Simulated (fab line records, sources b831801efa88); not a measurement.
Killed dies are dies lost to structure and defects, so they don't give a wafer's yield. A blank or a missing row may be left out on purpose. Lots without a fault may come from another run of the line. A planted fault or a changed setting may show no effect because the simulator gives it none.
Which tool did it? | flow gf180mcu | 7 lots, 21 wafers sampled, at 2 steps of a route of 602

WHAT THE GAUGES READ, wafer by wafer
GF_SAB_THK_MEAS_01.
lot  | measured     | on            | SAB_CVD_00_THK (nm)
L188 | day 14 15:40 | film_metro-02 | 50.7 50.1 50.6
L191 | day 15 20:45 | film_metro-04 | 50.5 49.4 49.8
L196 | day 17 10:58 | film_metro-02 | 49.5 56.0 57.2
L202 | day 19 13:46 | film_metro-02 | 48.0 50.1 50.5
L205 | day 20 11:58 | film_metro-02 | 48.8 50.1 50.5
L208 | day 21 15:08 | film_metro-02 | 49.6 50.7 50.0
L210 | day 22 05:37 | film_metro-01 | 50.2 50.5 50.1

WHICH TOOL RAN EACH LOT (tool, then ch and the chambers of the sampled wafers, then the start)
lot  | GF_SAB_CVD_00
L188 | pecvd-01 ch 0,1,2, day 14 15:35
L191 | pecvd-03 ch 0,1,2, day 15 20:44
L196 | pecvd-02 ch 0,1,2, day 17 10:56
L202 | pecvd-03 ch 0,1, day 19 13:44
L205 | pecvd-03 ch 0,1,2, day 20 11:56
L208 | pecvd-03 ch 1,2, day 21 15:07
L210 | pecvd-03 ch 1,2, day 22 05:35
- GF_SAB_CVD_00: deposits SiO2 from TEOS, target thk 50 nm, time 4.9302 s.

THE ANSWER, worked out from the rows above alone
Rule: what is usual is taken from the lots themselves. Put in order of their means at a reading, lots are off if they are a third of the lots or fewer, leave a main group of 4 or more, and stand apart from it by a gap of 3 or more times the standard deviation of the main group's means; of several such gaps the widest counts. A main group whose means are all the same, to the digits that the tables above print for the reading, isn't used. A lot without any number at a reading at which 4 lots or more have one is off too. The other lots that the step has rows for count as sound.
Off: L196, at GF_SAB_THK_MEAS_01 (SAB_CVD_00_THK). The main group: mean 50.0 nm, standard deviation 0.31.
A tool fits if, at a process step before that reading, it ran every lot that is off, and no sound lot after the first of them. The gauges at GF_SAB_THK_MEAS_01 are tried like those tools. One fits: pecvd-02 at GF_SAB_CVD_00. It ran no sound lot before its first lot that is off in this sample, so the start can't be narrowed down.

WHAT THE SIMULATOR HAD PUT IN
Process parameter drift: pecvd-02, from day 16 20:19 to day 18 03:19, at GF_SAB_CVD_00. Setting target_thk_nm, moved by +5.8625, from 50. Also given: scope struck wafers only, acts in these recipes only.
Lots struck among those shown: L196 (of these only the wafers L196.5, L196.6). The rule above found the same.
